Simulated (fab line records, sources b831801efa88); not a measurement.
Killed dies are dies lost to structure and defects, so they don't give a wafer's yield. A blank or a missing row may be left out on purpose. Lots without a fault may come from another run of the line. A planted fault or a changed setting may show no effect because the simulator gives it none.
A struck lot beside a sound one | flow sky130 | 22 steps out of a route of 708
Sound: wafers L565.1, L565.2, L565.3. Struck: wafers L577.1, L577.2, L577.3. The cause comes at the end.
At each step with rows: each side's tool, then ch and its chambers, then its first start. Under that, the readings that differ: sound wafers | struck wafers | difference of the means | sigmas: that difference in standard deviations of wafers without a fault.
alike: readings whose means differ by less than 2 such deviations, and words and numbers that are the same on both sides. not compared: withheld readings, readings that some wafer has no value for, bounds like >300 that may hide the same value, and numbers for which the record gives no deviation and whose values overlap.
The two part at a step that has a row with sigmas, a row that says differs or no value, or rows on one side only. Numbers that don't overlap but have no deviation are shown without sigmas and don't part them. A reading that every wafer of one side lacks parts them only if that side has two wafers or more.

SKY_SD_N_RTA_14: time 2 s.
  sound on rtp_anneal-02 ch 0, day 30 10:46; struck on rtp_anneal-02 ch 0, day 34 05:28
  alike: lamp_power_pct, wafer_temp_C_max
SKY_SD_N_RS_MEAS_16: measures by four-point-probe.
  sound on film_metro-02, day 30 10:57; struck on film_metro-01, day 34 05:38
  alike: SD_N_RS
SKY_SD_N_RS_MEAS_17: measures by four-point-probe.
  sound on film_metro-02, day 30 11:04; struck on film_metro-01, day 34 05:45
  alike: SD_P_RS
SKY_SD_N_RS_MEAS_18: measures by four-point-probe.
  sound on film_metro-02, day 30 11:11; struck on film_metro-01, day 34 05:52
  alike: RES_XHIGH_RS
then, 2 steps without rows for these wafers: SKY_SALICIDE_CLEAN_00 (cleans in HF-last, time 30 s); SKY_LI_CONTACT_HDPCVD_00 (deposits PSG, target thk 930 nm, time 155 s).
SKY_LI_CONTACT_THK_MEAS_01:
  sound on film_metro-02, day 30 11:26; struck on film_metro-01, day 34 06:11
  alike: LI_CONTACT_HDPCVD_THK
SKY_LI_CONTACT_CMP_02: polishes PSG.
  sound on cmp-02 ch 0,2,3, day 30 11:29; struck on cmp-02 ch 0,2,3, day 34 06:17
  alike: motor_current_A, time_to_endpoint_s
SKY_LI_CONTACT_BOW_MEAS_03:
  sound on film_metro-04, day 30 11:47; struck on film_metro-02, day 34 06:32
  alike: LI_CONTACT_BOW
then, 2 steps without rows for these wafers: SKY_LI_CONTACT_DEHYDRATE_04 (time 60 s); SKY_LI_CONTACT_HMDS_05 (prime time 60 s).
SKY_LI_CONTACT_COAT_06: resist thk 60 nm.
  sound on litho_track-04 ch 0, day 31 00:43; struck on litho_track-04 ch 0, day 34 18:58
  reading              | sound                | struck               | difference | sigmas
  spin_speed_rpm (rpm) | 2999.2 2996.6 2998.4 | 2914.3 2910.8 2913.1 | -85.3      | -47
  alike: dispense_pressure_kPa, exhaust_pa
then, 5 steps without rows for these wafers: SKY_LI_CONTACT_COAT_07 (resist thk 450 nm); SKY_LI_CONTACT_SOFTBAKE_08 (time 90 s); SKY_LI_CONTACT_EXPOSE_09 (exposes mask LICM1, target cd 170 nm); SKY_LI_CONTACT_PEB_10; SKY_LI_CONTACT_DEVELOP_11 (develop time 60 s).
SKY_LI_CONTACT_CD_MEAS_12: target cd 170 nm.
  sound on cd_sem-01, day 31 16:53; struck on cd_sem-01, day 35 10:08
  alike: cd_nm
SKY_LI_CONTACT_OVL_MEAS_13:
  sound on overlay-02, day 31 17:01; struck on overlay-02, day 35 10:15
  reading             | sound    | struck  | difference | sigmas
  LI_CONTACT_OVL (nm) | 10 11 13 | -4 0 -1 | -13        | -2
SKY_LI_CONTACT_ETCH_14: etches BARC in N2/H2, stops on SiO2, time 45.9 s, target depth 60 nm.
  sound on rie_diel-04 ch 0,2,3, day 31 17:03; struck on rie_diel-04 ch 0,2,3, day 35 10:17
  reading                  | sound             | struck            | difference | sigmas
  oes_product_au (a.u.)    | 0.850 0.853 0.853 | 0.868 0.865 0.861 | +0.013     | +3
  model.etch.depth_nm (nm) | 59.91 59.93 59.92 | 61.3 61.21 60.99  | +1.2       |
  alike: bias_w, drypump_motor_current_A, throttle_valve_pct
  not compared: rf_hours_counter_h
SKY_LI_CONTACT_ETCH_15: etches PSG in C4F8/O2/Ar, stops on Si, target depth 600 nm.
  sound on rie_diel-04 ch 0,2,3, day 31 17:05; struck on rie_diel-04 ch 0,2,3, day 35 10:20
  alike: bias_w, oes_product_au
-- the record jumps here: 15 days lie between the struck wafers' starts before and after (it left off in module LI_CONTACT and takes up again in module PAD_OPEN, whose first step shown is number 708 of the route) --
SKY_PAD_OPEN_PROBE_99:
  sound on prober-01, day 48 06:13; struck on prober-01, day 50 16:56
  alike: killed_at_M0_to_M3, killed_at_M4_up, killed_at_contacts, killed_at_front_end, killed_at_other, killed_dies, killed_open, killed_short

WHERE THEY PART
First at SKY_LI_CONTACT_COAT_06; last, within this record, at SKY_LI_CONTACT_ETCH_14. Later steps at which nothing parts them and some readings are alike: SKY_LI_CONTACT_ETCH_15, SKY_PAD_OPEN_PROBE_99.

WHY: what the simulator had put in
Process parameter drift: litho_track-04, from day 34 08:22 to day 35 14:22, at SKY_LI_CONTACT_COAT_06. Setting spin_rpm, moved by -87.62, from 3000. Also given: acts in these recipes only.
